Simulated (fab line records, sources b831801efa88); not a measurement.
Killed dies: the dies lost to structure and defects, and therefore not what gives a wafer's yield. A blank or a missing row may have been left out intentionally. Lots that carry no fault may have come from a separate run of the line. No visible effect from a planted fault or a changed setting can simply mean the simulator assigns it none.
Which tool is to blame? / flow gf180mcu / 33 wafers from 11 lots sampled at 4 of the route's 602 steps

## WHAT THE GAUGES SHOWED, per wafer
GF_M3_THK_MEAS_06: measures by xrf. Usual: for M3_ALCU_THK the level is 443 nm and the standard deviation is 5.5.
lot=L339; measured=day 20 02:46; on=film_metro-02; M3_ALCU_THK (nm)=441 442 440; flag=
lot=L340; measured=day 20 17:40; on=film_metro-02; M3_ALCU_THK (nm)=444 442 441; flag=
lot=L341; measured=day 20 23:05; on=film_metro-02; M3_ALCU_THK (nm)=436 433 432; flag=
lot=L343; measured=day 21 22:55; on=film_metro-02; M3_ALCU_THK (nm)=437 441 439; flag=
lot=L346; measured=day 22 20:15; on=film_metro-04; M3_ALCU_THK (nm)=445 445 442; flag=
lot=L347; measured=day 23 10:41; on=film_metro-04; M3_ALCU_THK (nm)=447 451 453; flag=
lot=L348; measured=day 23 12:11; on=film_metro-02; M3_ALCU_THK (nm)=439 446 438; flag=
lot=L349; measured=day 23 22:16; on=film_metro-02; M3_ALCU_THK (nm)=440 434 434; flag=
lot=L357; measured=day 26 19:53; on=film_metro-02; M3_ALCU_THK (nm)=436 432 431; flag=
lot=L359; measured=day 27 03:49; on=film_metro-02; M3_ALCU_THK (nm)=446 447 445; flag=
lot=L361; measured=day 27 21:47; on=film_metro-04; M3_ALCU_THK (nm)=452 448 447; flag=

GF_V3_BOW_MEAS_05. Usual: for V3_BOW the level is 116 um and the standard deviation is 8.4.
lot=L339; measured=day 21 03:31; on=film_metro-03; V3_BOW (um)=130 116 124; flag=
lot=L340; measured=day 21 18:02; on=film_metro-03; V3_BOW (um)=116 100 105; flag=
lot=L341; measured=day 21 23:44; on=film_metro-04; V3_BOW (um)=120 118 122; flag=
lot=L343; measured=day 22 23:20; on=film_metro-02; V3_BOW (um)=120 116 115; flag=
lot=L346; measured=day 23 19:50; on=film_metro-03; V3_BOW (um)=119 123 109; flag=
lot=L347; measured=day 24 09:53; on=film_metro-03; V3_BOW (um)=114 115 105; flag=
lot=L348; measured=day 24 11:17; on=film_metro-04; V3_BOW (um)=123 119 117; flag=
lot=L349; measured=day 24 21:18; on=film_metro-02; V3_BOW (um)=115 119 103 - - -; flag=
lot=L357; measured=day 27 17:31; on=film_metro-02; V3_BOW (um)=107 115 117; flag=
lot=L359; measured=day 28 00:36; on=film_metro-02; V3_BOW (um)=108 117 117; flag=
lot=L361; measured=day 28 18:59; on=film_metro-02; V3_BOW (um)=115 130 119; flag=

## EACH LOT AND THE TOOL THAT RAN IT (in order: tool; ch and the chambers of the sampled wafers; start)
lot=L339; GF_V2_STRIP_18=plasma_asher-03 ch 0,1, day 20 01:13; GF_V3_CMP_04=cmp-01 ch 0,1,2, day 21 03:20
lot=L340; GF_V2_STRIP_18=plasma_asher-02 ch 0,1, day 20 16:05; GF_V3_CMP_04=cmp-02 ch 1,3, day 21 17:46
lot=L341; GF_V2_STRIP_18=plasma_asher-03 ch 0,1, day 20 21:31; GF_V3_CMP_04=cmp-02 ch 2,3, day 21 23:23
lot=L343; GF_V2_STRIP_18=plasma_asher-03 ch 0,1, day 21 21:14; GF_V3_CMP_04=cmp-02 ch 0,1,3, day 22 23:05
lot=L346; GF_V2_STRIP_18=plasma_asher-01 ch 0,1, day 22 18:38; GF_V3_CMP_04=cmp-02 ch 0,1, day 23 19:31
lot=L347; GF_V2_STRIP_18=plasma_asher-03 ch 0,1, day 23 09:07; GF_V3_CMP_04=cmp-02 ch 0,2,3, day 24 09:38
lot=L348; GF_V2_STRIP_18=plasma_asher-02 ch 0,1, day 23 10:37; GF_V3_CMP_04=cmp-01 ch 0,1,3, day 24 10:55
lot=L349; GF_V2_STRIP_18=plasma_asher-03 ch 0,1, day 23 20:41; GF_V3_CMP_04=cmp-02 ch 0,2,3, day 24 20:59
lot=L357; GF_V2_STRIP_18=plasma_asher-01 ch 0,1, day 26 18:19; GF_V3_CMP_04=cmp-01 ch 1,2,3, day 27 17:13
lot=L359; GF_V2_STRIP_18=plasma_asher-02 ch 0, day 27 02:13; GF_V3_CMP_04=cmp-01 ch 0,1,2, day 28 00:20
lot=L361; GF_V2_STRIP_18=plasma_asher-01 ch 0,1, day 27 20:02; GF_V3_CMP_04=cmp-02 ch 0,1, day 28 18:41
- GF_V2_STRIP_18: strips in O2/N2.
- GF_V3_CMP_04: polishes SiO2.

## WHAT THE TOOLS THEMSELVES READ (means of the sampled wafers that have a number; where no wafer has one, the mark that the record gives instead)
GF_V2_STRIP_18. Usual: drypump_motor_current_A 6.1 A, standard deviation 0.36; heater_power_w 335 W, standard deviation 30; oes_product_au 0.592 a.u., standard deviation 0.0045.
lot=L339; tool=plasma_asher-03; drypump_motor_current_A (A)=6.1; heater_power_w (W)=356; oes_product_au (a.u.)=0.594; flag=
lot=L340; tool=plasma_asher-02; drypump_motor_current_A (A)=5.8; heater_power_w (W)=327; oes_product_au (a.u.)=0.593; flag=
lot=L341; tool=plasma_asher-03; drypump_motor_current_A (A)=5.9; heater_power_w (W)=365; oes_product_au (a.u.)=0.592; flag=
lot=L343; tool=plasma_asher-03; drypump_motor_current_A (A)=5.8; heater_power_w (W)=357; oes_product_au (a.u.)=0.591; flag=
lot=L346; tool=plasma_asher-01; drypump_motor_current_A (A)=6.2; heater_power_w (W)=321; oes_product_au (a.u.)=0.594; flag=
lot=L347; tool=plasma_asher-03; drypump_motor_current_A (A)=5.8; heater_power_w (W)=359; oes_product_au (a.u.)=0.596; flag=
lot=L348; tool=plasma_asher-02; drypump_motor_current_A (A)=6.2; heater_power_w (W)=355; oes_product_au (a.u.)=0.598; flag=
lot=L349; tool=plasma_asher-03; drypump_motor_current_A (A)=6.1; heater_power_w (W)=348; oes_product_au (a.u.)=0.593; flag=
lot=L357; tool=plasma_asher-01; drypump_motor_current_A (A)=6.2; heater_power_w (W)=324; oes_product_au (a.u.)=0.584; flag=
lot=L359; tool=plasma_asher-02; drypump_motor_current_A (A)=6.5; heater_power_w (W)=386; oes_product_au (a.u.)=0.590; flag=
lot=L361; tool=plasma_asher-01; drypump_motor_current_A (A)=6.3; heater_power_w (W)=306; oes_product_au (a.u.)=0.593; flag=

GF_V3_CMP_04. Usual: motor_current_A 12.0 A, standard deviation 1.1; platen_rpm 60.00 rpm, standard deviation 0.035; slurry_flow_ml_min 150.0, standard deviation 0.45; time_to_endpoint_s 82 s, standard deviation 5.3.
lot=L339; tool=cmp-01; motor_current_A (A)=11.7; platen_rpm (rpm)=59.95; slurry_flow_ml_min=149.8; time_to_endpoint_s (s)=82; flag=
lot=L340; tool=cmp-02; motor_current_A (A)=13.1; platen_rpm (rpm)=60.00; slurry_flow_ml_min=150.5; time_to_endpoint_s (s)=79; flag=
lot=L341; tool=cmp-02; motor_current_A (A)=11.9; platen_rpm (rpm)=60.01; slurry_flow_ml_min=149.7; time_to_endpoint_s (s)=84; flag=
lot=L343; tool=cmp-02; motor_current_A (A)=12.4; platen_rpm (rpm)=59.97; slurry_flow_ml_min=150.3; time_to_endpoint_s (s)=83; flag=
lot=L346; tool=cmp-02; motor_current_A (A)=12.8; platen_rpm (rpm)=59.98; slurry_flow_ml_min=149.9; time_to_endpoint_s (s)=85; flag=
lot=L347; tool=cmp-02; motor_current_A (A)=11.9; platen_rpm (rpm)=59.99; slurry_flow_ml_min=150.4; time_to_endpoint_s (s)=83; flag=
lot=L348; tool=cmp-01; motor_current_A (A)=11.2; platen_rpm (rpm)=59.99; slurry_flow_ml_min=149.5; time_to_endpoint_s (s)=81; flag=
lot=L349; tool=cmp-02; motor_current_A (A)=11.7; platen_rpm (rpm)=60.02; slurry_flow_ml_min=149.8; time_to_endpoint_s (s)=74; flag=
lot=L357; tool=cmp-01; motor_current_A (A)=11.0; platen_rpm (rpm)=60.00; slurry_flow_ml_min=149.8; time_to_endpoint_s (s)=79; flag=
lot=L359; tool=cmp-01; motor_current_A (A)=11.5; platen_rpm (rpm)=59.98; slurry_flow_ml_min=150.0; time_to_endpoint_s (s)=77; flag=
lot=L361; tool=cmp-02; motor_current_A (A)=13.6; platen_rpm (rpm)=59.99; slurry_flow_ml_min=150.0; time_to_endpoint_s (s)=79; flag=

## THE ANSWER, worked out from the rows above alone
Rule: a lot is off if the mean of its wafers that have a number lies more than 3 standard deviations from the usual mean. A lot without any number at a reading at which 4 lots or more have one is off too. Where the step has rows for the other lots, those lots are counted as sound. First the gauges in route order, then the tools' own readings, where a lot's mean is used as printed above. At the first step where some lot is off, the reading lying furthest off is the one used; lots without a number count as furthest.
Nothing can be told from this: no lot is off at any reading shown.

## WHAT WAS PUT IN BY THE SIMULATOR
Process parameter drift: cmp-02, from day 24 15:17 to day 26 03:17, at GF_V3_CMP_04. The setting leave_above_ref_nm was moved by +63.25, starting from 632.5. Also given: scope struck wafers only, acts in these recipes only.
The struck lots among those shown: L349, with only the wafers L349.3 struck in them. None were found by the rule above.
